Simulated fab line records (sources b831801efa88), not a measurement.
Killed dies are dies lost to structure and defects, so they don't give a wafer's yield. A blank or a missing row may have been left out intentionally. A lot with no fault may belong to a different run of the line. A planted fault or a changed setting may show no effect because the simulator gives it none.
Commonality check across tools || flow gf180mcu || Sampled: 12 lots, 36 wafers

## WHY IT WAS OPENED
At GF_VT_IMPLANT_TW_MEAS_21 the reading VT_IMPLANT_2_TW is flagged on 2 of 12 lots. Fault-free wafers read 1216, with a standard deviation of 6.4.
Rule: a lot is flagged in two cases, either no wafer of it has a number, or all its wafers with numbers fall more than 4 standard deviations from that mean. All remaining lots are regarded as sound.

{"lot": "L592", "measured": "day 6 08:10", "on": "film_metro-01", "VT_IMPLANT_2_TW, wafer by wafer": "1221 1216 1218", "flag": ""}
{"lot": "L593", "measured": "day 6 14:29", "on": "film_metro-04", "VT_IMPLANT_2_TW, wafer by wafer": "1209 1210 1215", "flag": ""}
{"lot": "L597", "measured": "day 7 16:44", "on": "film_metro-04", "VT_IMPLANT_2_TW, wafer by wafer": "1215 1208 1211", "flag": ""}
{"lot": "L600", "measured": "day 8 11:11", "on": "film_metro-03", "VT_IMPLANT_2_TW, wafer by wafer": "1207 1217 1215", "flag": ""}
{"lot": "L602", "measured": "day 8 23:58", "on": "film_metro-01", "VT_IMPLANT_2_TW, wafer by wafer": "1224 1222 1224", "flag": ""}
{"lot": "L603", "measured": "day 9 06:10", "on": "film_metro-01", "VT_IMPLANT_2_TW, wafer by wafer": "1214 1216 1227", "flag": ""}
{"lot": "L605", "measured": "day 9 15:26", "on": "film_metro-04", "VT_IMPLANT_2_TW, wafer by wafer": "1218 1221 1211", "flag": ""}
{"lot": "L607", "measured": "day 10 08:03", "on": "film_metro-01", "VT_IMPLANT_2_TW, wafer by wafer": "1222 1236 1218", "flag": ""}
{"lot": "L608", "measured": "day 10 11:29", "on": "film_metro-04", "VT_IMPLANT_2_TW, wafer by wafer": "30 30 30", "flag": "FLAGGED"}
{"lot": "L609", "measured": "day 10 19:04", "on": "film_metro-01", "VT_IMPLANT_2_TW, wafer by wafer": "30 30 30", "flag": "FLAGGED"}
{"lot": "L610", "measured": "day 11 01:38", "on": "film_metro-01", "VT_IMPLANT_2_TW, wafer by wafer": "1210 1211 1216", "flag": ""}
{"lot": "L611", "measured": "day 11 09:02", "on": "film_metro-01", "VT_IMPLANT_2_TW, wafer by wafer": "1216 1217 1220", "flag": ""}
On average the flagged lots read 30, which is -1186 against the usual, or -99 or more standard deviations.

## WHICH TOOL RAN EACH LOT
2 process steps preceding the reading are held in the record, out of 602 steps in the route. Cell contents, in order: the tool; ch with the chambers the sampled wafers went through; the start.
{"lot": "L592", "flag": "", "GF_VT_IMPLANT_STRIP_09": "plasma_asher-04 ch 0,1, day 5 17:22", "GF_VT_IMPLANT_STRIP_20": "plasma_asher-03 ch 0,1, day 6 08:04"}
{"lot": "L593", "flag": "", "GF_VT_IMPLANT_STRIP_09": "plasma_asher-03 ch 0,1, day 5 23:37", "GF_VT_IMPLANT_STRIP_20": "plasma_asher-04 ch 0,1, day 6 14:23"}
{"lot": "L597", "flag": "", "GF_VT_IMPLANT_STRIP_09": "plasma_asher-01 ch 0,1, day 7 00:43", "GF_VT_IMPLANT_STRIP_20": "plasma_asher-03 ch 0,1, day 7 16:38"}
{"lot": "L600", "flag": "", "GF_VT_IMPLANT_STRIP_09": "plasma_asher-03 ch 0,1, day 7 17:49", "GF_VT_IMPLANT_STRIP_20": "plasma_asher-04 ch 0,1, day 8 11:05"}
{"lot": "L602", "flag": "", "GF_VT_IMPLANT_STRIP_09": "plasma_asher-03 ch 0,1, day 8 06:02", "GF_VT_IMPLANT_STRIP_20": "plasma_asher-03 ch 0,1, day 8 23:53"}
{"lot": "L603", "flag": "", "GF_VT_IMPLANT_STRIP_09": "plasma_asher-03 ch 0,1, day 8 12:44", "GF_VT_IMPLANT_STRIP_20": "plasma_asher-04 ch 0,1, day 9 06:04"}
{"lot": "L605", "flag": "", "GF_VT_IMPLANT_STRIP_09": "plasma_asher-01 ch 0,1, day 8 23:13", "GF_VT_IMPLANT_STRIP_20": "plasma_asher-03 ch 0,1, day 9 15:17"}
{"lot": "L607", "flag": "", "GF_VT_IMPLANT_STRIP_09": "plasma_asher-01 ch 0,1, day 9 13:38", "GF_VT_IMPLANT_STRIP_20": "plasma_asher-04 ch 0,1, day 10 07:56"}
{"lot": "L608", "flag": "FLAGGED", "GF_VT_IMPLANT_STRIP_09": "plasma_asher-03 ch 1, day 9 17:34", "GF_VT_IMPLANT_STRIP_20": "plasma_asher-03 ch 0,1, day 10 11:23"}
{"lot": "L609", "flag": "FLAGGED", "GF_VT_IMPLANT_STRIP_09": "plasma_asher-03 ch 0,1, day 10 00:32", "GF_VT_IMPLANT_STRIP_20": "plasma_asher-01 ch 0,1, day 10 18:56"}
{"lot": "L610", "flag": "", "GF_VT_IMPLANT_STRIP_09": "plasma_asher-01 ch 0,1, day 10 07:41", "GF_VT_IMPLANT_STRIP_20": "plasma_asher-01 ch 0,1, day 11 01:32"}
{"lot": "L611", "flag": "", "GF_VT_IMPLANT_STRIP_09": "plasma_asher-04 ch 0,1, day 10 14:53", "GF_VT_IMPLANT_STRIP_20": "plasma_asher-04 ch 0,1, day 11 08:56"}
What is done by these steps:
- GF_VT_IMPLANT_STRIP_09: strips in O2/N2.
- GF_VT_IMPLANT_STRIP_20: strips in O2/N2.
- GF_VT_IMPLANT_TW_MEAS_21

## FLAGGED OVER TOTAL, TOOL BY TOOL (the gauges that took the reading come last)
{"step": "GF_VT_IMPLANT_STRIP_09", "tool": "plasma_asher-01", "lots run": 4, "flagged": 0, "share of the flagged lots": "none", "sound lots run after its first flagged lot": "-"}
{"step": "GF_VT_IMPLANT_STRIP_09", "tool": "plasma_asher-03", "lots run": 6, "flagged": 2, "share of the flagged lots": "all", "sound lots run after its first flagged lot": 0}
{"step": "GF_VT_IMPLANT_STRIP_09", "tool": "plasma_asher-04", "lots run": 2, "flagged": 0, "share of the flagged lots": "none", "sound lots run after its first flagged lot": "-"}
{"step": "GF_VT_IMPLANT_STRIP_20", "tool": "plasma_asher-01", "lots run": 2, "flagged": 1, "share of the flagged lots": "some", "sound lots run after its first flagged lot": "1 (L610)"}
{"step": "GF_VT_IMPLANT_STRIP_20", "tool": "plasma_asher-03", "lots run": 5, "flagged": 1, "share of the flagged lots": "some", "sound lots run after its first flagged lot": 0}
{"step": "GF_VT_IMPLANT_STRIP_20", "tool": "plasma_asher-04", "lots run": 5, "flagged": 0, "share of the flagged lots": "none", "sound lots run after its first flagged lot": "-"}
{"step": "GF_VT_IMPLANT_TW_MEAS_21", "tool": "film_metro-01", "lots run": 7, "flagged": 1, "share of the flagged lots": "some", "sound lots run after its first flagged lot": "2 (L610,L611)"}
{"step": "GF_VT_IMPLANT_TW_MEAS_21", "tool": "film_metro-03", "lots run": 1, "flagged": 0, "share of the flagged lots": "none", "sound lots run after its first flagged lot": "-"}
{"step": "GF_VT_IMPLANT_TW_MEAS_21", "tool": "film_metro-04", "lots run": 4, "flagged": 1, "share of the flagged lots": "some", "sound lots run after its first flagged lot": 0}

## WHAT THE TABLE PERMITS
1 row of the table ran every flagged lot: plasma_asher-03 at GF_VT_IMPLANT_STRIP_09.
- plasma_asher-03 at GF_VT_IMPLANT_STRIP_09: 2 of its 6 lots flagged. A fault beginning between L603 (day 8 12:44), its last sound lot, and L608 (day 9 17:34), its first flagged one, fits the data. On the flagged lots its readings are blank where sound lots have values: chamber_pressure_mTorr, drypump_motor_current_A, heater_power_w, oes_product_au and 1 more.
Just one tool remains: plasma_asher-03 at GF_VT_IMPLANT_STRIP_09.

## WHAT THE SIMULATOR HAD PUT IN
Entire step skipped (plasma_asher-03, GF_VT_IMPLANT_STRIP_09), from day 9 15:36 onward. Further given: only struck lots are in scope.
Struck lots among those shown: L608, L609. This agrees with what the rule above found.
